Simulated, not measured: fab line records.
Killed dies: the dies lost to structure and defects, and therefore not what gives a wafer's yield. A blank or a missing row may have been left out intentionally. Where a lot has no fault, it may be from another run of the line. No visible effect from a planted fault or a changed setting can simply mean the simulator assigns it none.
Split-lot trial | flow sfqLine | 23 wafers read from 5 lots, route of 325 steps

ABOUT THE SPLIT
At SFQ_TRILAYER_JJ_CE_LITHO_COAT_119 (resist thk 62 nm), the setting resistThkNm was moved away from the recipe's 62 nm on 5 of the 23 wafers read, by -5.5% to -2.3%. All remaining wafers had this setting at the recipe value.

The reading is taken at the split's own step.

THE READING
BARC_of_TRILAYER_JJ_CE_LITHO_COAT_119.thkNm (the simulator's own value, which no gauge read), in nm, at SFQ_TRILAYER_JJ_CE_LITHO_COAT_119 (resist thk 62 nm). There is no usual value for it anywhere in the file. The 18 wafers here that ran the recipe average 62.15 nm, standard deviation 0.24 nm.

wafer  | tool, chamber at the split | resistThkNm as run, nm | against the recipe | BARC_of_TRILAYER_JJ_CE_LITHO_COAT_119.thkNm, nm | against lot-mates on the recipe
L074.1 | lithoTrack-04, 0           | 62                     | recipe             | 61.94                                           | -
L074.2 | lithoTrack-04, 0           | 62                     | recipe             | 61.96                                           | -
L074.3 | lithoTrack-04, 0           | 62                     | recipe             | 61.91                                           | -
L074.5 | lithoTrack-04, 0           | 62                     | recipe             | 62.06                                           | -
L074.6 | lithoTrack-04, 0           | 62                     | recipe             | 62.04                                           | -
L075.1 | lithoTrack-02, 0           | 62                     | recipe             | 62.36                                           | -
L075.2 | lithoTrack-02, 0           | 62                     | recipe             | 62.38                                           | -
L075.3 | lithoTrack-02, 0           | 62                     | recipe             | 62.41                                           | -
L075.5 | lithoTrack-02, 0           | 62                     | recipe             | 62.48                                           | -
L075.6 | lithoTrack-02, 0           | 62                     | recipe             | 62.47                                           | -
L078.1 | lithoTrack-02, 0           | 60.56                  | -2.3%              | 60.64                                           | -1.55
L078.2 | lithoTrack-02, 0           | 62                     | recipe             | 62.09                                           | -
L078.3 | lithoTrack-02, 0           | 60.56                  | -2.3%              | 60.77                                           | -1.42
L078.4 | lithoTrack-02, 0           | 62                     | recipe             | 62.3                                            | -
L078.5 | lithoTrack-02, 0           | 60.56                  | -2.3%              | 60.59                                           | -1.60
L079.2 | lithoTrack-02, 0           | 62                     | recipe             | 62.28                                           | -
L079.4 | lithoTrack-02, 0           | 62                     | recipe             | 62.2                                            | -
L079.6 | lithoTrack-02, 0           | 62                     | recipe             | 62.39                                           | -
L082.2 | lithoTrack-04, 0           | 58.59                  | -5.5%              | 58.42                                           | -3.38
L082.3 | lithoTrack-04, 0           | 58.59                  | -5.5%              | 58.51                                           | -3.29
L082.4 | lithoTrack-04, 0           | 62                     | recipe             | 61.87                                           | -
L082.5 | lithoTrack-04, 0           | 62                     | recipe             | 61.75                                           | -
L082.6 | lithoTrack-04, 0           | 62                     | recipe             | 61.78                                           | -

THE FIT
A straight line over all 23 wafers: BARC_of_TRILAYER_JJ_CE_LITHO_COAT_119.thkNm changes by +0.664 nm for each +1% of resistThkNm; r = +0.98; the points scatter about the line by 0.22 nm.
The same after taking each lot's own level away (the mean of its wafers on the recipe; 23 wafers): +0.615 nm for each +1%; r = +1.00; scatter 0.079 nm.
The reading moves by 3.4 nm for the largest change in resistThkNm, on that fit.
Measured against the standard deviation above, the lots' own levels, which go from 61.800 to 62.420 nm, span 2.6 times it.
Hence the lot-to-lot level has little effect on the slope; both slopes agree.
Check: with one of the wafers moved furthest among these (-5.5%) left out of the fit, the line predicts -3.4 nm for it against its lot-mates. It came out at -3.38 nm against them.

FURTHER SPLITS ON THESE WAFERS
Note: prior to the reading, these wafers also went through further splits. Each is held against what the fit with the lots' levels taken away leaves over:
other split on the same wafers                 | wafers away from the commonest value | r with BARC_of_TRILAYER_JJ_CE_LITHO_COAT_119.thkNm (lot level and that fit taken away)
SFQ_TRILAYER_I2_VIA_LITHO_EXPOSE_068 doseMj    | 4                                    | -0.13
SFQ_TRILAYER_M3_LITHO_COAT_080 spinRpm         | 9                                    | +0.03
SFQ_TRILAYER_M3_ETCH_METAL_ETCH_078 icpW       | 11                                   | +0.05
SFQ_TRILAYER_I3_VIA_LITHO_COAT_090 spinRpm     | 7                                    | -0.14
SFQ_TRILAYER_M4_LITHO_PEB_096 pebTimeS         | 11                                   | +0.31
SFQ_TRILAYER_M4_BARC_OPEN_METAL_ETCH_123 biasW | 8                                    | -0.08
SFQ_TRILAYER_I4_CMP_CMP_100 downForcePsi       | 5                                    | -0.20
SFQ_TRILAYER_I4_VIA_LITHO_PEB_106 pebTempC     | 9                                    | -0.02
SFQ_TRILAYER_JJ_TRILAYER_DEP_SPUTTER_110 timeS | 9                                    | +0.24

THE FILE'S OWN FIT
BARC_of_TRILAYER_JJ_CE_LITHO_COAT_119.thkNm changes by +0.614 nm for each +1% of resistThkNm, r = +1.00.
